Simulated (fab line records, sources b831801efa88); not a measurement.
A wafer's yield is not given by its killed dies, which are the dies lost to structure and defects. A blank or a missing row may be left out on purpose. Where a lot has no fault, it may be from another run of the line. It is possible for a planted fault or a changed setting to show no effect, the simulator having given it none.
What tool caused it?	flow gf180mcu	39 wafers from 13 lots sampled at 4 of the route's 602 steps

## WHAT THE GAUGES SHOWED, per wafer
GF_V5_THK_MEAS_03. Usual: V5_CVD_02_THK typically reads 1442 nm, with standard deviation 23.
lot	measured	on	V5_CVD_02_THK (nm)	flag
L857	day 26 07:54	filmMetro-02	1402 1431 1435	
L858	day 26 11:01	filmMetro-01	1446 1411 1475	
L860	day 27 16:19	filmMetro-02	1455 1470 1488	
L861	day 27 18:59	filmMetro-02	1425 1472 1428	
L866	day 29 01:16	filmMetro-04	1413 1460 1445	
L867	day 29 11:11	filmMetro-01	1412 1418 1449	
L868	day 30 00:21	filmMetro-02	1437 1446 1452	
L872	day 30 23:45	filmMetro-02	1453 1424 1423	
L873	day 31 02:41	filmMetro-04	1465 1442 1472	
L875	day 31 18:53	filmMetro-04	1431 1424 1456	
L876	day 31 19:24	filmMetro-04	1436 1454 1444	
L877	day 32 01:14	filmMetro-01	1421 1456 1443	
L878	day 32 09:22	filmMetro-04	1443 1498 1454	

GF_PASSIVATION_BOW_MEAS_14. Usual: PASSIVATION_BOW typically reads 134 um, with standard deviation 10.
lot	measured	on	PASSIVATION_BOW (um)	flag
L857	day 29 00:22	filmMetro-01	128 131 143	
L858	day 29 04:05	filmMetro-04	124 131 124	
L860	day 30 07:00	filmMetro-01	129 126 128	
L861	day 30 10:56	filmMetro-03	169 162 159	
L866	day 31 12:53	filmMetro-03	124 133 126	
L867	day 31 22:35	filmMetro-01	129 131 135	
L868	day 32 11:06	filmMetro-04	130 128 128	
L872	day 33 06:23	filmMetro-04	143 145 121	
L873	day 33 09:22	filmMetro-01	145 133 155	
L875	day 33 23:44	filmMetro-01	140 133 133	
L876	day 34 00:32	filmMetro-01	136 149 142	
L877	day 34 06:55	filmMetro-01	132 130 140	
L878	day 34 13:35	filmMetro-01	132 125 135	

## EACH LOT AND THE TOOL THAT RAN IT (in order: tool; ch and the chambers of the sampled wafers; start)
lot	GF_VT_IMPLANT_STRIP_31	GF_TOP_METAL_SPUTTER_02
L857	plasmaAsher-03 ch 0,1, day 7 00:06	pvdSputter-02, day 27 06:24
L858	plasmaAsher-03 ch 0,1, day 7 03:19	pvdSputter-02, day 27 09:16
L860	plasmaAsher-02 ch 0,1, day 8 00:32	pvdSputter-03, day 28 13:57
L861	plasmaAsher-03 ch 0,1, day 8 03:44	pvdSputter-03, day 28 17:28
L866	plasmaAsher-03 ch 0,1, day 9 06:44	pvdSputter-02, day 29 22:07
L867	plasmaAsher-03 ch 0,1, day 9 14:17	pvdSputter-03, day 30 08:18
L868	plasmaAsher-03 ch 0,1, day 9 21:56	pvdSputter-03, day 30 21:12
L872	plasmaAsher-02 ch 0,1, day 10 22:02	pvdSputter-02, day 31 19:16
L873	plasmaAsher-01 ch 0,1, day 11 04:32	pvdSputter-01, day 31 22:36
L875	plasmaAsher-01 ch 0,1, day 11 19:29	pvdSputter-02, day 32 12:50
L876	plasmaAsher-02 ch 0,1, day 12 00:05	pvdSputter-03, day 32 14:10
L877	plasmaAsher-02 ch 0,1, day 12 06:29	pvdSputter-02, day 32 20:13
L878	plasmaAsher-03 ch 0,1, day 12 15:29	pvdSputter-03, day 33 03:40
- GF_VT_IMPLANT_STRIP_31: strips in O2/N2.
- GF_TOP_METAL_SPUTTER_02: material AlCu, target thk 900 nm, time 47.82 s.

## WHAT THE TOOLS THEMSELVES READ (means of the sampled wafers that have a number; where no wafer has one, the mark that the record gives instead)
GF_VT_IMPLANT_STRIP_31. Usual: drypumpMotorCurrentA 5.7 A, standard deviation 0.5; heaterPowerW 329 W, standard deviation 44; n2FlowSccm 299.9 sccm, standard deviation 0.85; oesProductAu 0.716 a.u., standard deviation 0.0049; stripTimeToEndpointS 12.68 s, standard deviation 0.039.
lot	tool	drypumpMotorCurrentA (A)	heaterPowerW (W)	n2FlowSccm (sccm)	oesProductAu (a.u.)	stripTimeToEndpointS (s)	flag
L857	plasmaAsher-03	5.7	350	298.8	0.716	12.71	
L858	plasmaAsher-03	5.9	337	300.0	0.715	12.72	
L860	plasmaAsher-02	5.9	298	300.1	0.716	12.68	
L861	plasmaAsher-03	5.7	343	300.2	0.716	12.65	
L866	plasmaAsher-03	5.7	339	300.5	0.716	12.72	
L867	plasmaAsher-03	5.9	335	299.3	0.718	12.73	
L868	plasmaAsher-03	5.7	339	300.1	0.717	12.73	
L872	plasmaAsher-02	6.1	295	300.2	0.712	12.67	
L873	plasmaAsher-01	5.0	321	300.0	0.720	12.70	
L875	plasmaAsher-01	5.1	326	300.7	0.715	12.66	
L876	plasmaAsher-02	6.1	292	299.2	0.717	12.66	
L877	plasmaAsher-02	5.9	294	299.7	0.715	12.69	
L878	plasmaAsher-03	5.7	349	299.5	0.713	12.62	

GF_TOP_METAL_SPUTTER_02. Usual: substrateTempC 250.02 C, standard deviation 0.17; throttleValvePct 30.1 %, standard deviation 1.1.
lot	tool	substrateTempC (C)	throttleValvePct (%)	flag
L857	pvdSputter-02	250.10	30.1	
L858	pvdSputter-02	249.93	30.2	
L860	pvdSputter-03	250.19	29.3	
L861	pvdSputter-03	250.04	29.3	
L866	pvdSputter-02	249.88	30.6	
L867	pvdSputter-03	249.82	29.3	
L868	pvdSputter-03	250.14	28.9	
L872	pvdSputter-02	249.96	30.2	
L873	pvdSputter-01	250.00	29.5	
L875	pvdSputter-02	249.81	31.2	
L876	pvdSputter-03	249.91	29.3	
L877	pvdSputter-02	249.90	29.6	
L878	pvdSputter-03	250.09	29.0	

## THE ANSWER, worked out from the rows above alone
Rule: take the mean of a lot's wafers that have a number; if it is more than 3 standard deviations from the usual mean, the lot is off. Also off: a lot with no number at a reading for which 4 or more lots have one. The other lots that the step has rows for count as sound. Order of review: gauges by route order, followed by the tools' own readings, for which a lot's mean as printed above is used. At the first step where some lot is off, the reading lying furthest off is the one used; lots without a number count as furthest.
Across all readings shown, no lot is off: no conclusion can be drawn from this.

## WHAT WAS PUT IN BY THE SIMULATOR
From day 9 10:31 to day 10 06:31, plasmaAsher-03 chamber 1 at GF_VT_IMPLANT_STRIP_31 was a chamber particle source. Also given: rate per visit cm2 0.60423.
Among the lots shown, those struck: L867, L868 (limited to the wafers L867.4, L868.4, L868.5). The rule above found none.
